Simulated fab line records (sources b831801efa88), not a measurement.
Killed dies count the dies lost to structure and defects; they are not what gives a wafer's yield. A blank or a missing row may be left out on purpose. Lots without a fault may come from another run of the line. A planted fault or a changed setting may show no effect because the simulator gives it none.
Struck lot and sound lot, side by side | flow sky130 | 44 out of 708 route steps
Sound: the wafers L921.1, L921.3, L921.6. Struck: wafers L934.4, L934.6. (L934.3 of the same lot was not struck and is left out.) The cause comes at the end.
Order at every step that has rows: each side's tool, ch and its chambers, its first start. Under that, the readings that differ: sound wafers | struck wafers | difference of the means | sigmas: that difference in standard deviations of wafers without a fault.
alike: same words and numbers on both sides, and readings whose means sit less than 2 such deviations apart. not compared: any withheld reading, any reading some wafer has no value for, any bound like >300 that may hide the same value, and any number with overlapping values for which the record gives no deviation.
Wherever a step has rows on one side only, a row that says differs or no value, or a row with sigmas, the two part there. Numbers that have no deviation but don't overlap get no sigmas and don't part them. A reading missing from all wafers of one side parts the sides only when that side holds two or more wafers.

first, 5 steps without rows for these wafers: SKY_VIA2_ETCH_15 (etches SiO2 in C4F8/O2/Ar, stops on TiN, target depth 546 nm, time 84 s); SKY_VIA2_STRIP_16 (strips in O2/N2); SKY_VIA2_STRIP_17 (strips in post etch residue remover, time 1200 s); SKY_VIA2_CLEAN_18 (cleans in IPA, time 180 s); SKY_VIA2_CLEAN_19 (cleans in O3/DIW).
SKY_VIA2_SPUTTER_20: material TiN, target thk 20 nm, time 80 s.
  sound: pvd sputter-03 at day 37 08:45; struck: pvd sputter-03 at day 41 10:16
  alike: chamber pressure pa, throttle valve pct
SKY_VIA2_CVD_21: deposits W, target thk 420 nm, time 126.4 s.
  sound on cvd w-01 ch 0,1, day 37 08:49; struck on cvd w-02 ch 0, day 41 10:23
  alike: chamber pressure Torr, heater power w
SKY_VIA2_RS_MEAS_22: measures by four-point-probe.
  sound: film metro-03 at day 37 08:57; struck: film metro-02 at day 41 10:30
  alike: VIA2_W_RS
SKY_VIA2_THK_MEAS_23: measures by xrf.
  sound: film metro-03 at day 37 09:04; struck: film metro-02 at day 41 10:36
  alike: VIA2_W_THK
SKY_VIA2_CMP_24: polishes, stops on SiO2, t overpolish 20 s, target thk 0 nm.
  sound on cmp-01 ch 0,1, day 37 09:08; struck on cmp-02 ch 0,1, day 41 10:38
  alike: motor current A, overpolish run s, time to endpoint s
then, 2 steps without rows for these wafers: SKY_METAL3_SPUTTER_00 (material Ti, target thk 15 nm, time 10 s); SKY_METAL3_SPUTTER_01 (material TiN, target thk 20 nm, time 16.7 s).
SKY_METAL3_SPUTTER_02: material AlCu, target thk 735 nm, time 39.1 s.
  sound: pvd sputter-03 at day 37 09:29; struck: pvd sputter-04 at day 41 10:59
  reading                                     | sound                | struck        | difference | sigmas
  chamber pressure pa (Pa)                    | 0.3994 0.4006 0.4009 | 0.4756 0.4748 | +0.0749    | +97
  throttle valve pct (%)                      | 30.1 31.1 29.7       | 27.9 28.2     | -2.3       | -2
  model.AlCu_of_METAL3_SPUTTER_02.thk nm (nm) | 737.8 729.8 739.4    | 710.8 706.7   | -26.9      |
then, 1 step without rows for these wafers: SKY_METAL3_SPUTTER_03 (material Ti, target thk 5 nm, time 3.3 s).
SKY_METAL3_SPUTTER_04: material TiN, target thk 70 nm, time 58.3 s.
  sound: pvd sputter-03 at day 37 09:33; struck: pvd sputter-04 at day 41 11:03
  alike: chamber pressure pa, throttle valve pct
then, 1 step without rows for these wafers: SKY_CAPM_CVD_00 (deposits SiO2, target thk 15.5 nm).
SKY_CAPM_THK_MEAS_01:
  sound: film metro-02 at day 37 09:37; struck: film metro-04 at day 41 11:08
  alike: CAPM_CVD_00_THK
SKY_CAPM_SPUTTER_02: material TiN, target thk 200 nm, time 166.7 s.
  sound: pvd sputter-01 at day 37 09:41; struck: pvd sputter-03 at day 41 11:11
  alike: chamber pressure pa, throttle valve pct
SKY_CAPM_RS_MEAS_03: measures by four-point-probe.
  sound: film metro-04 at day 37 09:47; struck: film metro-02 at day 41 11:20
  alike: CAPM_TIN_RS
SKY_CAPM_THK_MEAS_04: measures by xrf.
  sound: film metro-04 at day 37 09:55; struck: film metro-02 at day 41 11:26
  alike: CAPM_TIN_THK
then, 7 steps without rows for these wafers: SKY_CAPM_DEHYDRATE_05 (time 60 s); SKY_CAPM_HMDS_06 (prime time 60 s); SKY_CAPM_COAT_07 (resist thk 1140 nm); SKY_CAPM_SOFTBAKE_08 (time 60 s); SKY_CAPM_EXPOSE_09 (exposes mask CAPM, target cd 1000 nm); SKY_CAPM_PEB_10; SKY_CAPM_DEVELOP_11 (develop time 60 s).
SKY_CAPM_OVL_MEAS_12:
  sound: overlay-01 at day 38 11:53; struck: overlay-01 at day 42 11:11
  alike: CAPM_OVL
then, 13 steps without rows for these wafers: SKY_CAPM_METAL_ETCH_13 (etches TiN in Cl2/BCl3, stops on SiO2, target depth 220 nm, time 62.9 s); SKY_CAPM_STRIP_14 (strips in O2/N2); SKY_CAPM_STRIP_15 (strips in post etch residue remover, time 1200 s); SKY_CAPM_CLEAN_16 (cleans in IPA, time 180 s); SKY_CAPM_CLEAN_17 (cleans in O3/DIW); SKY_METAL3_DEHYDRATE_05 (time 60 s); SKY_METAL3_HMDS_06 (prime time 60 s); SKY_METAL3_COAT_07 (resist thk 60 nm); SKY_METAL3_COAT_08 (resist thk 1140 nm); SKY_METAL3_SOFTBAKE_09 (time 90 s); SKY_METAL3_EXPOSE_10 (exposes mask MM3, target cd 300 nm); SKY_METAL3_PEB_11; SKY_METAL3_DEVELOP_12 (develop time 60 s).
SKY_METAL3_CD_MEAS_13: target cd 300 nm.
  sound: cd sem-01 at day 39 13:55; struck: cd sem-01 at day 43 11:01
  reading    | sound             | struck      | difference | sigmas
  cd nm (nm) | 298.3 298.7 299.1 | 301.8 302.5 | +3.4       | +2
SKY_METAL3_METAL_ETCH_18: etches the open film in Cl2/BCl3, stops on SiO2, target depth 845 nm, time 183.1 s.
  sound on rie metal-02 ch 0,1, day 39 14:14; struck on rie metal-04 ch 0,1, day 43 11:28
  reading                            | sound             | struck    | difference | sigmas
  model.etch.depth nm (nm)           | 868.8 860.7 870.6 | 840.9 837 | -27.8      |
  model.METAL3.feature depth nm (nm) | 868.8 860.7 870.6 | 840.9 837 | -27.8      |
  alike: drypump motor current A, oes product au, rf fwd power W, throttle valve pct
  not compared: rf hours counter h
-- the record jumps here: 6 days lie between the struck wafers' starts before and after (it left off in module METAL3 and takes up again in module PAD_OPEN, whose first step shown is number 708 of the route) --
SKY_PAD_OPEN_PROBE_99:
  sound: prober-02 at day 46 16:29; struck: prober-02 at day 49 19:52
  reading                      | sound                  | struck          | difference | sigmas
  model.etest.met3.line ohm um | 0.1415 0.144 0.1442    | 0.1502 0.1478   | +0.0058    |
  model.etest.met3.rs ohm sq   | 0.04295 0.04265 0.0427 | 0.04414 0.04437 | +0.00149   |
  alike: defect limited yield, killed_at_M0_to_M3, killed_at_M4_up, killed at contacts, killed at front end, killed at other, killed dies, killed open, killed short, sort_bin_3_pad_short, sort_bin_5_function, sort_bin_6_memory, sort n pass, sort yield pct

## WHERE THEY PART
Last at SKY_METAL3_CD_MEAS_13 as far as this record goes, first at SKY_METAL3_SPUTTER_02. Later steps at which nothing parts them and some readings are alike: SKY_METAL3_METAL_ETCH_18, SKY_PAD_OPEN_PROBE_99.

WHY: what had been put in by the simulator
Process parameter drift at SKY_METAL3_SPUTTER_02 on pvd sputter-04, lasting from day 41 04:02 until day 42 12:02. The setting chamber pressure pa was moved by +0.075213, starting from 0.4. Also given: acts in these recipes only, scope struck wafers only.
